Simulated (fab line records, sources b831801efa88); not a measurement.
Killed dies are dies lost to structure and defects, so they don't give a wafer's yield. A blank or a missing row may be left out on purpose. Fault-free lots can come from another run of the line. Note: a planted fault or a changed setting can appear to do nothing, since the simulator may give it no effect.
What tool caused it? + flow sky130 + Sampling: 10 lots, 30 wafers, 3 of 708 route steps

WHAT THE GAUGES READ, wafer by wafer
SKY_CAP2M_RS_MEAS_03: a four-point-probe measurement.
| lot  | measured     | on            | CAP2M_TIN_RS (ohm/sq) |
|------|--------------|---------------|-----------------------|
| L191 | day 40 08:51 | film_metro-04 | 6.86 7.07 7.05        |
| L195 | day 41 17:02 | film_metro-04 | 6.98 7.05 7.04        |
| L196 | day 42 00:30 | film_metro-04 | 6.83 6.97 6.95        |
| L197 | day 42 01:52 | film_metro-01 | 10.04 6.98 6.82       |
| L200 | day 42 16:46 | film_metro-02 | 6.95 6.85 9.84        |
| L199 | day 42 19:54 | film_metro-01 | 9.47 6.87 9.51        |
| L206 | day 44 01:13 | film_metro-01 | 6.85 6.94 6.80        |
| L208 | day 44 14:25 | film_metro-02 | 7.17 7.00 6.95        |
| L211 | day 45 14:16 | film_metro-04 | 7.03 7.09 7.03        |
| L213 | day 45 20:50 | film_metro-02 | 6.77 6.94 6.95        |

TOOL THAT RAN EACH LOT (tool first, then ch and the chambers of the sampled wafers, then the start)
| lot  | SKY_METAL4_SPUTTER_03        | SKY_CAP2M_SPUTTER_02         |
|------|------------------------------|------------------------------|
| L191 | pvd_sputter-02, day 40 08:34 | pvd_sputter-01, day 40 08:43 |
| L195 | pvd_sputter-03, day 41 16:47 | pvd_sputter-01, day 41 16:56 |
| L196 | pvd_sputter-03, day 42 00:13 | pvd_sputter-01, day 42 00:22 |
| L197 | pvd_sputter-04, day 42 01:35 | pvd_sputter-01, day 42 01:44 |
| L200 | pvd_sputter-02, day 42 16:27 | pvd_sputter-01, day 42 16:36 |
| L199 | pvd_sputter-03, day 42 19:37 | pvd_sputter-01, day 42 19:46 |
| L206 | pvd_sputter-04, day 44 00:56 | pvd_sputter-03, day 44 01:05 |
| L208 | pvd_sputter-02, day 44 14:08 | pvd_sputter-03, day 44 14:17 |
| L211 | pvd_sputter-02, day 45 14:00 | pvd_sputter-03, day 45 14:09 |
| L213 | pvd_sputter-02, day 45 20:34 | pvd_sputter-01, day 45 20:43 |
- SKY_METAL4_SPUTTER_03: material Ti, target thk 5 nm, time 3.3 s.
- SKY_CAP2M_SPUTTER_02: material TiN, target thk 200 nm, time 166.7 s.

THE ANSWER, worked out from the rows above alone
Rule: what is usual is taken from the lots themselves. The widest of any qualifying gaps counts: lots, ordered by their means at a reading, are off when they make up no more than a third of the lots, leave a main group of 4 or more, and stand apart from it by 3 or more times the standard deviation of that group's means. If all means in a main group match to the digits the tables above print for the reading, that group is not used. A lot without any number at a reading at which 4 lots or more have one is off too. All remaining lots with rows at the step are treated as sound.
Off: L197, L200, L199, at SKY_CAP2M_RS_MEAS_03 (CAP2M_TIN_RS). The main group has a mean of 6.97 ohm/sq with a standard deviation of 0.072.
A tool fits if, at a process step before that reading, it ran every lot that is off, and no sound lot after the first of them. Gauges at SKY_CAP2M_RS_MEAS_03: tried the same way as those tools. Of those tried, none fits.

WHAT THE SIMULATOR HAD PUT IN
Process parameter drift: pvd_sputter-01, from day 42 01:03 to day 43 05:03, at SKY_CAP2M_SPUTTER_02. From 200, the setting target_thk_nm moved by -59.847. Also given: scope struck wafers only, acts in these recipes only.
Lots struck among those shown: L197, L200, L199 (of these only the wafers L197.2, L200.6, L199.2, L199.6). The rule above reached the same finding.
